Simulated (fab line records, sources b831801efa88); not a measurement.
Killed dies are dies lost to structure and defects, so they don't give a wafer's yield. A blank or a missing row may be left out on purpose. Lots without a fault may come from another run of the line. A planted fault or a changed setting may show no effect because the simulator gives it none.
fab line records | flow gf180mcu
record lots=7 wafers=21 last_day=34
route steps=602 shown CONTACT@305 M1@315
lots that met no fault: from a run of the same line without faults
start_h: hours from the record's first day to the start of the lot's first wafer shown | wait_h: hours since the lot's step before | " the same as in the row above | L1.1+2: a row that stands for several wafers | - no value, or no start given | * or withheld: withheld | < > ~ a bound
route shown NAME@n: a module of which the file shows steps, and the number in the route of the first | usual: mean/standard deviation of fault-free wafers | same: alike in all rows | chamber/n: place in a boat | sites: the reading at each site | _std_site: their standard deviation | _edge_site: outer sites' mean less inner sites' | radius_mm: how far each site lies from the wafer's centre | mask NAME#n: copy n | behind: the tool/chamber that last shaped the wafer | hold: why the lot was held/for how many hours/how that ended | device: the transistor (n, p or np) that didn't switch | end of line: the same wafers' tests at the end of the route | a step without rows: its recipe alone | killed: dies lost to structure and defects at the first sort, not the wafer's yield | map: a wafer's dies, x killed, . not, _ none there
set.NAME: the setting as run; set.NAME@STEP: as run at that earlier step | model.NAME: the simulator's own value behind a step, which no gauge read
lots at some steps of the route; a table a step, a row a wafer
services: from which hour (start_h, from the record's first day; less than 0 if before it) a tool's chamber was out of use, for how many hours, and why
## steps
# step GF_CONTACT_STRIP_18
# recipe chemistry=O2/N2 power_w=1400 pressure_mtorr=1500 platen_temp_c=250 o2_flow_sccm=3000 n2_flow_sccm=300 overash_fraction=0.5
# usual drypump_motor_current_A=5.9/0.44 heater_power_w=310/28 oes_product_au=0.580/0.0052
# columns lot.wafer tool chamber start_h wait_h drypump_motor_current_A heater_power_w oes_product_au rf_hours_counter_h
L899.1 plasma_asher-01 1 361.48 - 5.4 289 0.583 71
L899.4 " 1 " " 5.3 280 0.586 -
L899.6 " 1 " " 5.4 282 0.573 -
L906.2 plasma_asher-02 0 437.40 - 6.2 277 0.569 64
L906.3 " 1 " " 6.3 308 0.578 -
L906.4 " 0 " " 6.3 286 0.584 -
L907.1 plasma_asher-02 0 440.58 - 6.2 277 0.576 64
L907.2 " 1 " " 6.3 304 0.581 64
L907.6 " 0 " " 6.3 280 0.577 -
L908.2 plasma_asher-02 1 444.13 - 6.3 305 0.570 65
L908.4 " 1 " " 6.3 307 0.572 -
L908.5 " 1 " " 6.2 307 0.583 -
L916.1 plasma_asher-02 1 512.47 - 6.3 304 0.578 72
L916.5 " 0 " " 6.2 283 0.582 -
L916.6 " 1 " " 6.2 306 0.582 -
L917.1 plasma_asher-02 0 515.48 - 6.2 276 0.587 72
L917.3 " 1 " " 6.3 298 0.581 -
L917.4 " 0 " " 6.3 286 0.586 -
L921.1 plasma_asher-02 0 547.43 - 6.3 293 0.578 75
L921.2 " 1 " " 6.2 307 0.585 75
L921.4 " 1 " " 6.2 318 0.581 -
# step GF_CONTACT_CLEAN_19
# recipe chemistry=SPM
# step GF_CONTACT_CLEAN_20
# recipe chemistry=DIW
# step GF_CONTACT_CLEAN_21
# recipe chemistry=dHF time_s=20 dilution=100:1 dry=ipa_marangoni
# step GF_CONTACT_SPUTTER_22
# recipe material=Ti target_thk_nm=15 chamber_pressure_pa=5 power_w=2500 substrate_temp_c=200 time_s=80.02
# step GF_CONTACT_SPUTTER_23
# recipe material=TiN target_thk_nm=10 chamber_pressure_pa=5 power_w=4065 time_s=40
# step GF_CONTACT_CVD_24
# recipe material=W target_thk_nm=300 time_s=90.339 temp_c=400 pressure_torr=40
# usual heater_power_w=912/110
# same time_s=90.339
# columns lot.wafer tool chamber start_h wait_h heater_power_w
L899.1 cvd_w-02 1 361.89 0.0 957
L899.4 " 1 " " 973
L899.6 " 0 " " 924
L906.2 cvd_w-02 0 437.80 0.0 836
L906.3 " 0 " " 834
L906.4 " 1 " " 942
L907.1 cvd_w-02 1 440.99 0.0 934
L907.2 " 0 " " 839
L907.6 " 1 " " 923
L908.2 cvd_w-01 0 444.55 0.0 1047
L908.4 " 0 " " 1068
L908.5 " 0 " " 1060
L916.1 cvd_w-02 0 512.88 0.0 854
L916.5 " 0 " " 841
L916.6 " 1 " " 957
L917.1 cvd_w-02 0 515.89 0.0 822
L917.3 " 0 " " 817
L917.4 " 1 " " 961
L921.1 cvd_w-02 1 547.83 0.0 950
L921.2 " 0 " " 810
L921.4 " 0 " " 851
# step GF_CONTACT_RS_MEAS_25
# recipe thk_meas_gauge=four-point-probe reads=W_of_CONTACT_CVD_24+TiN_of_CONTACT_SPUTTER_23+Ti_of_CONTACT_SPUTTER_22
# usual CONTACT_W_RS=0.385/0.0047
# columns lot.wafer tool chamber start_h wait_h CONTACT_W_RS[ohm/sq]
L899.1 film_metro-01 - 361.99 0.1 0.375
L899.4 " - " " 0.375
L899.6 " - " " 0.378
L906.2 film_metro-04 - 437.98 0.1 0.393
L906.3 " - " " 0.378
L906.4 " - " " 0.380
L907.1 film_metro-04 - 441.09 0.1 0.379
L907.2 " - " " 0.383
L907.6 " - " " 0.380
L908.2 film_metro-04 - 444.67 0.1 0.383
L908.4 " - " " 0.381
L908.5 " - " " 0.383
L916.1 film_metro-03 - 512.98 0.1 0.393
L916.5 " - " " 0.386
L916.6 " - " " 0.381
L917.1 film_metro-01 - 515.99 0.1 0.392
L917.3 " - " " 0.386
L917.4 " - " " 0.381
L921.1 film_metro-04 - 547.93 0.1 0.390
L921.2 " - " " 0.396
L921.4 " - " " 0.394
# step GF_CONTACT_THK_MEAS_26
# recipe thk_meas_gauge=xrf reads=W_of_CONTACT_CVD_24
# usual CONTACT_W_THK=305/5.5
# columns lot.wafer tool chamber start_h wait_h CONTACT_W_THK[nm]
L899.1 film_metro-01 - 362.11 0.1 315
L899.4 " - " " 316
L899.6 " - " " 315
L906.2 film_metro-04 - 438.09 0.1 293
L906.3 " - " " 305
L906.4 " - " " 303
L907.1 film_metro-04 - 441.21 0.1 306
L907.2 " - " " 301
L907.6 " - " " 302
L908.2 film_metro-04 - 444.78 0.1 300
L908.4 " - " " 303
L908.5 " - " " 300
L916.1 film_metro-03 - 513.10 0.1 305
L916.5 " - " " 311
L916.6 " - " " 315
L917.1 film_metro-01 - 516.11 0.1 303
L917.3 " - " " 305
L917.4 " - " " 310
L921.1 film_metro-04 - 548.05 0.1 296
L921.2 " - " " 291
L921.4 " - " " 293
# step GF_CONTACT_CMP_27
# recipe stop_on=SiO2 down_force_psi=3.5 platen_rpm=60 t_overpolish_s=15 target_thk_nm=0 pad_velocity_m_s=0.94248
# usual motor_current_A=11.3/0.8 overpolish_run_s=15.000/0.0093 time_to_endpoint_s=73/3.6
# columns lot.wafer tool chamber start_h wait_h motor_current_A overpolish_run_s time_to_endpoint_s
L899.1 cmp-02 3 362.22 0.1 11.6 14.987 75
L899.4 " 0 " " 11.0 14.983 76
L899.6 " 2 " " 12.8 15.004 75
L906.4 cmp-02 0 438.19 0.1 11.0 15.013 71
L906.3 " 1 " " 11.8 15.017 72
L906.2 " 2 " " 12.9 14.996 70
L907.2 cmp-01 1 441.27 0.0 11.8 14.992 76
L907.1 " 3 " " 11.0 14.990 73
L907.6 " 1 " " 11.7 14.992 78
L908.4 cmp-01 3 444.83 0.0 10.4 14.990 68
L908.2 " 0 " " 11.2 14.991 73
L908.5 " 0 " " 11.4 15.005 71
L916.1 cmp-02 0 513.31 0.2 10.8 14.997 74
L916.6 " 1 " " 12.4 15.000 77
L916.5 " 2 " " 13.2 15.009 77
L917.3 cmp-02 1 516.17 0.0 11.3 15.000 74
L917.4 " 2 " " 13.6 14.993 78
L917.1 " 3 " " 11.8 14.989 71
L921.1 cmp-01 3 548.11 0.1 10.5 14.994 71
L921.2 " 0 " " 11.3 14.986 75
L921.4 " 1 " " 11.8 14.988 75
# step GF_M1_SPUTTER_00
# recipe material=Ti target_thk_nm=37.5 arriving_ion_energy_ev=80 substrate_temp_c=200 chamber_pressure_pa=2 power_w=4000 time_s=150
# usual cathode_dc_power_W=3999.9/0.69 chamber_pressure_pa=2.000/0.0037 throttle_valve_pct=30.2/1.4
# same time_s=150
# columns lot.wafer tool chamber start_h wait_h cathode_dc_power_W chamber_pressure_pa throttle_valve_pct
L899.1 pvd_sputter-03 - 362.47 0.2 3999.3 1.997 29.2
L899.4 " - " " 3999.7 2.002 29.4
L899.6 " - " " 3998.0 1.998 33.1
L906.2 pvd_sputter-03 - 438.49 0.1 4000.2 1.995 29.0
L906.3 " - " " 4000.5 2.003 30.0
L906.4 " - " " 3999.2 1.995 29.5
L907.1 pvd_sputter-03 - 441.57 0.1 4000.0 2.000 29.5
L907.2 " - " " 4000.0 2.003 30.0
L907.6 " - " " 3999.9 1.998 29.1
L908.2 pvd_sputter-01 - 445.13 0.2 3999.4 2.002 28.5
L908.4 " - " " 3999.4 2.004 29.9
L908.5 " - " " 3999.9 1.993 30.5
L916.1 pvd_sputter-03 - 513.46 0.1 3999.0 1.997 29.5
L916.5 " - " " 3999.3 1.999 29.9
L916.6 " - " " 4000.1 2.001 29.3
L917.1 pvd_sputter-03 - 516.47 0.1 4000.7 1.992 29.6
L917.3 " - " " 4000.2 2.001 29.9
L917.4 " - " " 3998.6 2.005 33.2
L921.1 pvd_sputter-03 - 548.41 0.2 3999.2 2.003 30.0
L921.2 " - " " 3998.8 1.992 33.0
L921.4 " - " " 4000.0 1.997 29.4
# step GF_M1_SPUTTER_01
# recipe material=TiN target_thk_nm=30 power_w=6500 time_s=25 chamber_pressure_pa=0.4
# step GF_M1_SPUTTER_02
# recipe material=AlCu target_thk_nm=450 power_w=10600 time_s=23.9 chamber_pressure_pa=0.4
# usual cathode_dc_power_W=10600/1.9 chamber_pressure_pa=0.4001/0.00077 throttle_valve_pct=30.2/1.4 time_s=23.9/0
# columns lot.wafer tool chamber start_h wait_h cathode_dc_power_W chamber_pressure_pa throttle_valve_pct time_s
L899.1 pvd_sputter-03 - 362.60 0.0 10601 0.4004 29.2 23.9
L899.4 " - " " 10600 0.3998 29.0 23.9
L899.6 " - " " 10600 0.4009 33.2 23.9
L906.2 pvd_sputter-03 - 438.62 0.0 - - - -
L906.3 " - " " - - - -
L906.4 " - " " - - - -
L907.1 pvd_sputter-03 - 441.70 0.0 - - - -
L907.2 " - " " - - - -
L907.6 " - " " - - - -
L908.2 pvd_sputter-01 - 445.26 0.0 - - - -
L908.4 " - " " - - - -
L908.5 " - " " - - - -
L916.1 pvd_sputter-03 - 513.59 0.0 10603 0.3995 29.3 23.9
L916.5 " - " " 10597 0.4004 29.8 23.9
L916.6 " - " " 10600 0.3990 29.3 23.9
L917.1 pvd_sputter-03 - 516.60 0.0 10603 0.3996 29.2 23.9
L917.3 " - " " 10601 0.3998 30.0 23.9
L917.4 " - " " 10600 0.3991 32.8 23.9
L921.1 pvd_sputter-03 - 548.54 0.0 10597 0.4004 30.1 23.9
L921.2 " - " " 10598 0.4010 32.8 23.9
L921.4 " - " " 10601 0.3998 29.5 23.9
# step GF_M1_SPUTTER_03
# recipe material=Ti target_thk_nm=10 substrate_temp_c=300 chamber_pressure_pa=0.3 power_w=3000 time_s=6.7
# usual cathode_dc_power_W=3000.0/0.6 chamber_pressure_pa=0.3001/0.00068 throttle_valve_pct=30.2/1.4
# same time_s=6.7
# columns lot.wafer tool chamber start_h wait_h cathode_dc_power_W chamber_pressure_pa throttle_valve_pct
L899.1 pvd_sputter-03 - 362.63 0.0 3000.5 0.3002 29.4
L899.4 " - " " 2999.3 0.2998 29.0
L899.6 " - " " 2999.4 0.2998 33.1
L906.2 pvd_sputter-03 - 438.65 0.0 2999.9 0.2999 29.5
L906.3 " - " " 3000.3 0.2995 30.0
L906.4 " - " " 2999.0 0.2995 29.1
L907.1 pvd_sputter-03 - 441.73 0.0 3000.8 0.3014 29.5
L907.2 " - " " 2999.7 0.3001 29.8
L907.6 " - " " 3000.4 0.3006 29.1
L908.2 pvd_sputter-01 - 445.29 0.0 2999.7 0.3006 28.3
L908.4 " - " " 2999.2 0.2998 30.0
L908.5 " - " " 2999.7 0.3017 30.5
L916.1 pvd_sputter-03 - 513.62 0.0 3000.5 0.2994 29.2
L916.5 " - " " 3000.6 0.2995 29.9
L916.6 " - " " 2999.2 0.3006 29.2
L917.1 pvd_sputter-03 - 516.63 0.0 2999.7 0.3003 29.3
L917.3 " - " " 2999.6 0.2998 30.1
L917.4 " - " " 3000.7 0.2997 32.8
L921.1 pvd_sputter-03 - 548.57 0.0 3000.0 0.3003 29.8
L921.2 " - " " 2999.9 0.2999 33.0
L921.4 " - " " 3000.5 0.2988 29.5
# step GF_M1_SPUTTER_04
# recipe material=TiN target_thk_nm=50 power_w=6389 time_s=41.7 chamber_pressure_pa=0.4
# step GF_M1_RS_MEAS_05
# recipe thk_meas_gauge=four-point-probe reads=TiN_of_M1_SPUTTER_04+Ti_of_M1_SPUTTER_03+AlCu_of_M1_SPUTTER_02+TiN_of_M1_SPUTTER_01+Ti_of_M1_SPUTTER_00
# usual M1_ALCU_RS=0.0697/0.00068
# columns lot.wafer tool chamber start_h wait_h M1_ALCU_RS[ohm/sq]
L899.1 film_metro-01 - 362.69 0.0 0.0694
L899.4 " - " " 0.0690
L899.6 " - " " 0.0705
L906.2 film_metro-02 - 438.80 0.1 7.1383
L906.3 " - " " 7.1979
L906.4 " - " " 7.0721
L907.1 film_metro-03 - 441.79 0.0 7.1938
L907.2 " - " " 7.3098
L907.6 " - " " 7.1697
L908.2 film_metro-03 - 445.37 0.0 7.1489
L908.4 " - " " 7.1847
L908.5 " - " " 7.1915
L916.1 film_metro-02 - 513.68 0.0 0.0686
L916.5 " - " " 0.0691
L916.6 " - " " 0.0697
L917.1 film_metro-03 - 516.69 0.0 0.0694
L917.3 " - " " 0.0703
L917.4 " - " " 0.0699
L921.1 film_metro-01 - 548.63 0.0 0.0700
L921.2 " - " " 0.0698
L921.4 " - " " 0.0692
# step GF_M1_THK_MEAS_06
# recipe thk_meas_gauge=xrf reads=AlCu_of_M1_SPUTTER_02
# usual M1_ALCU_THK=452/5.3
# columns lot.wafer tool chamber start_h wait_h M1_ALCU_THK[nm]
L899.1 film_metro-01 - 362.81 0.1 449
L899.4 " - " " 454
L899.6 " - " " 447
L906.2 film_metro-02 - 438.91 0.1 <0
L906.3 " - " " <0
L906.4 " - " " <0
L907.1 film_metro-03 - 441.91 0.1 <0
L907.2 " - " " <0
L907.6 " - " " <0
L908.2 film_metro-03 - 445.48 0.1 <0
L908.4 " - " " <0
L908.5 " - " " <0
L916.1 film_metro-02 - 513.80 0.1 464
L916.5 " - " " 460
L916.6 " - " " 455
L917.1 film_metro-03 - 516.81 0.1 454
L917.3 " - " " 450
L917.4 " - " " 450
L921.1 film_metro-01 - 548.75 0.1 448
L921.2 " - " " 449
L921.4 " - " " 454
# step GF_M1_DEHYDRATE_07
# recipe temp_c=200 time_s=60
# step GF_M1_HMDS_08
# recipe prime_time_s=60 prime_temp_c=120
# step GF_M1_COAT_09
# recipe resist=KrF spin_rpm=withheld resist_thk_nm=1000
# step GF_M1_SOFTBAKE_10
# recipe temp_c=130 time_s=60 resist=KrF
# step GF_M1_EXPOSE_11
# recipe mask_id=Metal1 target_cd_nm=230 na=0.68 source_shape=conventional sigma_outer=0.6 dose_mj=28
# step GF_M1_PEB_12
# recipe peb_temp_c=135 peb_time_s=90 resist=KrF
# step GF_M1_DEVELOP_13
# recipe develop_time_s=60 dev_temp_c=21
# step GF_M1_CD_MEAS_14
# recipe target_cd_nm=230
# usual cd_nm=230.0/1.3
# columns lot.wafer tool chamber start_h wait_h cd_nm
L899.1 cd_sem-02 - 385.13 0.1 228.8
L899.4 " - " " 230.1
L899.6 " - " " 229.0
L906.2 cd_sem-02 - 463.75 0.1 230.1
L906.3 " - " " 230.0
L906.4 " - " " 229.4
L907.1 cd_sem-01 - 466.03 0.1 230.2
L907.2 " - " " 229.3
L907.6 " - " " 230.6
L908.2 cd_sem-01 - 469.55 0.1 231.8
L908.4 " - " " 230.1
L908.5 " - " " 230.8
L916.1 cd_sem-01 - 537.21 0.1 230.7
L916.5 " - " " 228.5
L916.6 " - " " 231.6
L917.1 cd_sem-02 - 539.38 0.1 229.8
L917.3 " - " " 230.5
L917.4 " - " " 229.4
L921.1 cd_sem-01 - 571.08 0.1 229.5
L921.2 " - " " 230.8
L921.4 " - " " 229.7
# step GF_M1_OVL_MEAS_15
# usual M1_OVL=-2/5.5
# columns lot.wafer tool chamber start_h wait_h M1_OVL[nm]
L899.1 overlay-01 - 385.25 0.1 5
L899.4 " - " " 10
L899.6 " - " " 15
L906.2 overlay-02 - 463.85 0.1 -1
L906.3 " - " " -10
L906.4 " - " " 3
L907.1 overlay-02 - 466.15 0.1 1
L907.2 " - " " -6
L907.6 " - " " -7
L908.2 overlay-02 - 469.65 0.1 2
L908.4 " - " " 0
L908.5 " - " " -4
L916.1 overlay-02 - 537.33 0.1 1
L916.5 " - " " -7
L916.6 " - " " -2
L917.1 overlay-02 - 539.50 0.1 -7
L917.3 " - " " -7
L917.4 " - " " 2
L921.1 overlay-01 - 571.20 0.1 0
L921.2 " - " " 2
L921.4 " - " " 2
# step GF_M1_METAL_ETCH_16
# recipe chemistry=Cl2/BCl3 mask_material=KrF target_depth_nm=627.5 stop_on=SiO2 pressure_mtorr=8 icp_w=800 bias_w=140 Cl2_flow_sccm=80 bcl3_flow_sccm=40 time_s=104.6
# usual drypump_motor_current_A=5.4/0.42 oes_product_au=0.970/0.0056 throttle_valve_pct=28.252/0.011
# same time_s=104.6
# columns lot.wafer tool chamber start_h wait_h drypump_motor_current_A oes_product_au rf_hours_counter_h throttle_valve_pct
L899.1 rie_metal-02 0 385.29 0.0 5.1 0.974 7 28.242
L899.4 " 0 " " 5.1 0.979 - 28.265
L899.6 " 1 " " 5.0 0.972 - 28.275
L906.2 rie_metal-04 0 463.88 0.0 5.4 0.978 8 28.229
L906.3 " 1 " " 6.3 0.984 - 28.224
L906.4 " 0 " " 5.4 0.984 - 28.243
L907.1 rie_metal-02 0 466.18 0.0 5.1 0.992 9 28.225
L907.2 " 1 " " 5.0 0.987 10 28.228
L907.6 " 1 " " 5.0 0.992 - 28.218
L908.2 rie_metal-01 0 469.68 0.0 5.7 0.988 9 28.243
L908.4 " 1 " " 5.6 0.995 - 28.219
L908.5 " 1 " " 5.5 0.998 - 28.223
L916.1 rie_metal-04 0 537.36 0.0 5.4 0.972 10 28.251
L916.5 " 1 " " 6.4 0.969 - 28.238
L916.6 " 0 " " 5.4 0.972 - 28.263
L917.1 rie_metal-04 0 539.53 0.0 5.4 0.971 10 28.253
L917.3 " 0 " " 5.4 0.973 - 28.253
L917.4 " 1 " " 6.3 0.970 - 28.254
L921.1 rie_metal-04 0 571.24 0.0 5.3 0.969 11 28.253
L921.2 " 1 " " 6.4 0.962 9 28.234
L921.4 " 1 " " 6.4 0.975 - 28.256
# step GF_M1_STRIP_17
# recipe chemistry=O2/N2 power_w=1400 pressure_mtorr=1500 platen_temp_c=250 o2_flow_sccm=3000 n2_flow_sccm=300 overash_fraction=0.5
## services
# columns tool chamber start_h hours kind
cmp-01 - 342.00 0.2 repair
cmp-01 - 342.65 0.3 repair
rie_metal-04 - 344.97 1.4 pm
plasma_asher-02 - 352.41 0.7 repair
pvd_sputter-03 3 357.86 - consumable_replace:kit
pvd_sputter-03 3 357.86 18.0 scheduled_down
pvd_sputter-03 3 357.86 18.0 vent_cycle
cmp-01 - 366.76 2.4 repair
cvd_w-01 - 384.85 6.9 pm
cvd_w-02 - 390.00 14.0 pm
rie_metal-02 - 394.79 1.0 repair
cmp-01 - 404.00 4.0 pm
cmp-01 - 424.46 5.7 pm
plasma_asher-01 - 464.81 1.2 repair
plasma_asher-02 - 472.66 1.2 repair
plasma_asher-02 - 492.10 3.1 pm
cmp-02 - 498.83 1.2 repair
cmp-02 - 500.10 0.4 repair
plasma_asher-01 - 510.74 4.3 pm
cvd_w-02 - 523.30 4.3 pm
cvd_w-02 - 533.27 0.9 repair
cmp-02 - 545.42 0.8 repair
pvd_sputter-03 2 562.77 - consumable_replace:kit
pvd_sputter-03 2 562.77 18.0 scheduled_down
## key
first_sign step=GF_M1_SPUTTER_02 reading=tool_record direction=missing
effect step=GF_M1_RS_MEAS_05 reading=M1_ALCU_RS direction=up sigmas=99+ usual=0.0697 struck=7.1785
effect step=GF_M1_THK_MEAS_06 reading=M1_ALCU_THK direction=down sigmas=85 usual=452 struck=<0
effect step=GF_M1_METAL_ETCH_16 reading=oes_product_au direction=up sigmas=3.2 usual=0.970 struck=0.989
met_at GF_M1_SPUTTER_02
struck_wafers L906.2,L906.3,L906.4,L907.1,L907.2,L907.6,L908.2,L908.4,L908.5
later_rows_left_out L906.2,L906.3,L906.4,L907.1,L907.2,L907.6,L908.2,L908.4,L908.5
sort_left_out L906.2,L906.3,L906.4,L907.1,L907.2,L907.6,L908.2,L908.4,L908.5
onset_between 362.60 438.62
fault kind=skipped_step_whole tool=pvd_sputter-01,pvd_sputter-03 chamber=- onset_h=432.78 steps=GF_M1_SPUTTER_02 scope=struck_lots_only
# sort_left_out: the simulated sort isn't trusted on such a fault, so these wafers' sort isn't shown, and their yield isn't known
# later_rows_left_out: the simulator's readings of these wafers behind a module that went badly wrong aren't trusted and aren't shown, but for the sort
